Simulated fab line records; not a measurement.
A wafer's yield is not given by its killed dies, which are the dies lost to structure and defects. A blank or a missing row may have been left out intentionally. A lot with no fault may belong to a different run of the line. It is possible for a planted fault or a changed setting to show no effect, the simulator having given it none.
Chamber matching -- flow sky130 -- SKY_PASSIVATION_ETCH_11 on rieDiel-04: 4 sister chambers
The step etches the open film in CF4/O2, stops on AlCu, target depth 725 nm, time 161.1 s. 4 wafers are shown with their chamber, then 11 later ones without.

== EACH WAFER AND ITS CHAMBER ==
wafer,chamber,drypumpMotorCurrentA (A)
L080.3,2,5.4
L087.4,0,5.5
L087.5,3,6.1
L089.2,1,6.1

== WAFERS WHOSE CHAMBER IS MISSING ==
wafer,drypumpMotorCurrentA (A)
L089.3,5.3
L089.5,6.2
L093.1,5.5
L093.2,6.1
L093.3,6.1
L095.1,6.2
L095.2,5.4
L095.6,5.4
L096.1,5.5
L096.3,6.2
L096.5,6.1

== WHICH CHAMBER EACH WENT THROUGH ==
wafer,from the rows above,in truth
L089.3,can't be placed: 2 or 0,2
L089.5,can't be placed: 1 or 3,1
L093.1,can't be placed: 0 or 2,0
L093.2,can't be placed: 1 or 3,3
L093.3,can't be placed: 1 or 3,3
L095.1,can't be placed: 1 or 3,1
L095.2,can't be placed: 2 or 0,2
L095.6,can't be placed: 2 or 0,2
L096.1,can't be placed: 0 or 2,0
L096.3,can't be placed: 1 or 3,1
L096.5,can't be placed: 1 or 3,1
0 of 11 placed correctly. Not placeable from these rows: 11 (in 11, the candidates include the true chamber). 0 placed wrongly.
How it was worked out, from the rows above alone: a wafer's distance from a chamber is the root of the sum, over the readings, of the square of ((its reading less the chamber's mean) divided by the reading's scatter). If the next closest chamber is less than 2 further off than the closest, the wafer can't be placed; otherwise it belongs to the closest. Each chamber's mean is taken over the wafers shown for it. The scatter: root of mean squared gap, hidden wafer to nearest shown wafer, with one shown wafer a chamber.
